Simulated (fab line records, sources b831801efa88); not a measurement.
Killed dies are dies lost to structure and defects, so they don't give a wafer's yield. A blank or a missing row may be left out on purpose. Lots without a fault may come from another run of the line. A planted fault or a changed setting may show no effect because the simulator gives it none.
Which tool did it? | flow sky130 | 7 lots, 21 wafers sampled, at 2 steps of a route of 708

WHAT THE GAUGES READ, wafer by wafer
SKY_FIELD_ISO_THK_MEAS_23.
lot  | measured    | on            | FIELD_ISO_OXIDATION_01_THK (nm)
L129 | day 2 19:08 | film_metro-01 | 10.10 10.15 10.03
L132 | day 3 03:16 | film_metro-02 | 10.14 10.12 10.24
L134 | day 3 19:43 | film_metro-01 | 10.04 9.93 10.00
L136 | day 4 03:53 | film_metro-01 | 9.96 9.80 9.82
L138 | day 4 12:13 | film_metro-02 | 10.08 9.99 9.96
L143 | day 5 15:04 | film_metro-02 | 9.93 10.07 10.06
L147 | day 6 12:53 | film_metro-01 | 9.70 9.75 9.77

WHICH TOOL RAN EACH LOT (tool, then ch and the chambers of the sampled wafers, then the start)
lot  | SKY_FIELD_ISO_ETCH_15
L129 | rie_diel-03 ch 0,1,2, day 2 16:16
L132 | rie_diel-02 ch 0,1, day 3 01:33
L134 | rie_diel-04 ch 0,1, day 3 13:26
L136 | rie_diel-04 ch 1,2,3, day 3 23:00
L138 | rie_diel-02 ch 1,3, day 4 07:51
L143 | rie_diel-04 ch 0,3, day 5 13:23
L147 | rie_diel-03 ch 0,1,3, day 6 09:59
- SKY_FIELD_ISO_ETCH_15: etches the open film in CHF3/O2, stops on Si, target depth 180 nm, time 72 s.

THE ANSWER, worked out from the rows above alone
Rule: what is usual is taken from the lots themselves. Put in order of their means at a reading, lots are off if they are a third of the lots or fewer, leave a main group of 4 or more, and stand apart from it by a gap of 3 or more times the standard deviation of the main group's means; of several such gaps the widest counts. A main group whose means are all the same, to the digits that the tables above print for the reading, isn't used. A lot without any number at a reading at which 4 lots or more have one is off too. The other lots that the step has rows for count as sound.
No lot is off at any reading shown: from this, nothing can be told.

WHAT THE SIMULATOR HAD PUT IN
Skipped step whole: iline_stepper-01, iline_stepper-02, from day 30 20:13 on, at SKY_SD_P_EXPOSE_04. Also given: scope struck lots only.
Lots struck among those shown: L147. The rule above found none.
